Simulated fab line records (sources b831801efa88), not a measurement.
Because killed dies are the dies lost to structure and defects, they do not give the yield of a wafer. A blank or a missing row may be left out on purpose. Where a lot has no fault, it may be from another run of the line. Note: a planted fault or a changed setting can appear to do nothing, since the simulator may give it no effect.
A struck lot beside a sound one | flow sky130 | 20 out of 708 route steps
Sound: wafers L661.2, L661.4, L661.5. Wafers struck: L669.1, L669.4, L669.5. The cause is named last.
For every step that has rows: the tool of each side, followed by ch and its chambers, followed by its first start. Under that, the readings that differ: sound wafers | struck wafers | difference of the means | sigmas: that difference in standard deviations of wafers without a fault.
alike: readings with means less than 2 such deviations apart, plus words and numbers identical on both sides. not compared: withheld readings, readings lacking a value on some wafer, bounds such as >300 that could conceal the same value, and numbers that have no deviation in the record and whose values overlap.
The two part at a step that has a row with sigmas, a row that says differs or no value, or rows on one side only. Non-overlapping numbers with no deviation appear without sigmas and do not part them. Lack of a reading on every wafer of one side parts them only where that side has two or more wafers.

SKY_METAL1_SPUTTER_02: material AlCu, target thk 250 nm, time 13.3 s.
  sound on pvdSputter-02, day 32 03:07; struck on pvdSputter-01, day 34 14:59
  alike: throttleValvePct
SKY_METAL1_SPUTTER_03: material Ti, target thk 5 nm, time 3.3 s.
  sound on pvdSputter-02, day 32 03:08; struck on pvdSputter-01, day 34 15:00
  alike: throttleValvePct
SKY_METAL1_SPUTTER_04: material TiN, target thk 70 nm, time 58.3 s.
  sound on pvdSputter-02, day 32 03:10; struck on pvdSputter-01, day 34 15:01
  alike: throttleValvePct
SKY_METAL1_RS_MEAS_05: measurement is done with a four-point probe.
  sound on filmMetro-04, day 32 03:14; struck on filmMetro-04, day 34 15:04
reading                 | sound                | struck               | difference | sigmas
METAL1_ALCU_RS (ohm/sq) | 0.1285 0.1290 0.1278 | 0.1243 0.1257 0.1258 | -0.0032    | -2
SKY_METAL1_THK_MEAS_06: measures by xrf.
  sound on filmMetro-04, day 32 03:20; struck on filmMetro-04, day 34 15:11
reading              | sound             | struck            | difference | sigmas
METAL1_ALCU_THK (nm) | 249.5 246.1 249.7 | 255.7 254.9 253.0 | +6.1       | +2
then, 7 steps without rows for these wafers: SKY_METAL1_DEHYDRATE_07 (time 60 s); SKY_METAL1_HMDS_08 (prime time 60 s); SKY_METAL1_COAT_09 (resist thk 60 nm); SKY_METAL1_COAT_10 (resist thk 450 nm); SKY_METAL1_SOFTBAKE_11 (time 90 s); SKY_METAL1_EXPOSE_12 (exposes mask MM1, target cd 140 nm); SKY_METAL1_PEB_13.
SKY_METAL1_DEVELOP_14: develop time 60 s.
  sound on lithoTrack-01 ch 0, day 33 06:00; struck on lithoTrack-01 ch 0, day 35 17:00
reading                | sound             | struck            | difference | sigmas
model.METAL1.cdNm (nm) | 139.5 138.1 139.7 | 136.4 135.8 136.7 | -2.8       | 
SKY_METAL1_CD_MEAS_15: target cd 140 nm.
  sound on cdSem-02, day 33 07:10; struck on cdSem-02, day 35 17:19
  alike: cdNm
SKY_METAL1_OVL_MEAS_16:
  sound on overlay-01, day 33 07:16; struck on overlay-01, day 35 17:26
  alike: METAL1_OVL
SKY_METAL1_DESCUM_17: chemistry O2, time 8 s.
  sound on rieMetal-04 ch 0,1, day 33 07:17; struck on rieMetal-03 ch 0,1, day 35 17:28
  alike: drypumpMotorCurrentA, oesProductAu
  not compared: rfHoursCounterH
then, 1 step without rows for these wafers: SKY_METAL1_ETCH_18 (etches BARC in N2/H2, stops on SiO2, time 45.9 s, target depth 60 nm).
SKY_METAL1_METAL_ETCH_19: etches the open film in Cl2/BCl3, stops on SiO2, target depth 360 nm, time 78 s.
  sound on rieMetal-04 ch 0,1, day 33 07:23; struck on rieMetal-03 ch 0,1, day 35 17:34
reading                | sound             | struck            | difference | sigmas
model.METAL1.cdNm (nm) | 140.5 138.5 140.9 | 134.8 133.6 136.3 | -5.1       | 
  alike: bcl3FlowSccm, drypumpMotorCurrentA, oesProductAu, throttleValvePct
  not compared: rfHoursCounterH
SKY_METAL1_STRIP_20: strips in O2/N2.
  sound on plasmaAsher-03 ch 0,1, day 33 07:29; struck on plasmaAsher-02 ch 0,1, day 35 17:39
reading                  | sound          | struck         | difference | sigmas
stripTimeToEndpointS (s) | 2.70 2.82 2.83 | 2.60 2.59 2.68 | -0.16      | -2
  alike: drypumpMotorCurrentA, oesProductAu
  not compared: rfHoursCounterH
-- the record jumps here: 12 days lie between the struck wafers' starts before and after (it left off in module METAL1 and takes up again in module PAD_OPEN, whose first step shown is number 708 of the route) --
SKY_PAD_OPEN_PROBE_99:
  only the struck wafers here have rows in the record (prober-01, day 48 04:07); the sound ones have none

WHERE THEY PART
At SKY_METAL1_RS_MEAS_05 first; at SKY_PAD_OPEN_PROBE_99 last (within this record only).

WHY: whatever the simulator had introduced
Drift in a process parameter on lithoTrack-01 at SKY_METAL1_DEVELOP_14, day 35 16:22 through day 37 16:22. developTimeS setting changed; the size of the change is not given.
